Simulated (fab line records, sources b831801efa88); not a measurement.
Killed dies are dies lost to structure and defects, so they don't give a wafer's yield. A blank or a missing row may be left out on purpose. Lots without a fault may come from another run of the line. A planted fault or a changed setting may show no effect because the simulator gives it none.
One fault seen from 2 desks | flow gf180mcu | each desk has only its own numbers; what lay behind them comes last

THE METROLOGY DESK
What the gauges read, lot by lot, whatever tool the lot ran on: means of the sampled wafers that have a number. A lot is out of limits, marked OUT, if its mean lies more than 4 standard deviations from the usual mean; the brackets give that distance.
Columns: A = M3_OVL at GF_M3_OVL_MEAS_15, usual -4 nm
lot  | first seen here | A
L347 | day 21 04:05    | -8
L350 | day 22 13:01    | -0
L351 | day 22 22:32    | -3
L352 | day 23 05:44    | -10
L353 | day 23 11:08    | -4
L354 | day 23 21:08    | -2
L360 | day 26 04:56    | -8
L361 | day 26 07:13    | -6
L363 | day 26 22:53    | 4
L364 | day 27 01:55    | -8
L366 | day 27 15:56    | -0
L367 | day 28 01:40    | -5
L369 | day 28 11:47    | -12
This desk's finding: nothing out of limits on any of the 13 lots.

THE TOOL OWNER'S DESK: pvd_sputter-03
The tool's own readings at GF_M4_SPUTTER_04 (material TiN, target thk 50 nm, time 41.7 s): means of the sampled wafers that have a number, for each lot that ran on this tool. A lot is out of limits, marked OUT, if its mean lies more than 4 standard deviations from the usual mean; the brackets give that distance.
Columns: A = cathode_dc_power_W at GF_M4_SPUTTER_04, usual 6499.9 W; B = throttle_valve_pct at GF_M4_SPUTTER_04, usual 29.4 %
lot  | first seen here | A                        | B
L347 | day 22 06:49    | 6499.1                   | 30.3
L350 | day 23 14:49    | 6499.5                   | 29.3
L352 | day 24 07:55    | 6500.0                   | 29.6
L360 | day 27 05:08    | 6187.1 (-99 or more) OUT | 29.4
L363 | day 27 21:58    | 6188.3 (-99 or more) OUT | 28.4
This desk's finding: out of limits on L360, L363; first on L360, day 27 05:08 (cathode_dc_power_W at GF_M4_SPUTTER_04). In limits: L347, L350, L352.

PUT TOGETHER
The tool owner's desk could have raised an alarm at day 27 05:08, on L360, L363.
The metrology desk saw nothing out of limits.
The metrology desk has L360, L363 on record, within its limits.
Of the lots named, all ran GF_M4_SPUTTER_04 on pvd_sputter-03.

WHAT THE SIMULATOR HAD PUT IN
Process parameter drift: pvd_sputter-03, from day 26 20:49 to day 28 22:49, at GF_M4_SPUTTER_04. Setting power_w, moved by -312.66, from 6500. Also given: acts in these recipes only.
Lots struck among those shown: L360, L363.
Hours from the fault's start to each desk's first reading out of limits: the tool owner's desk, 8.
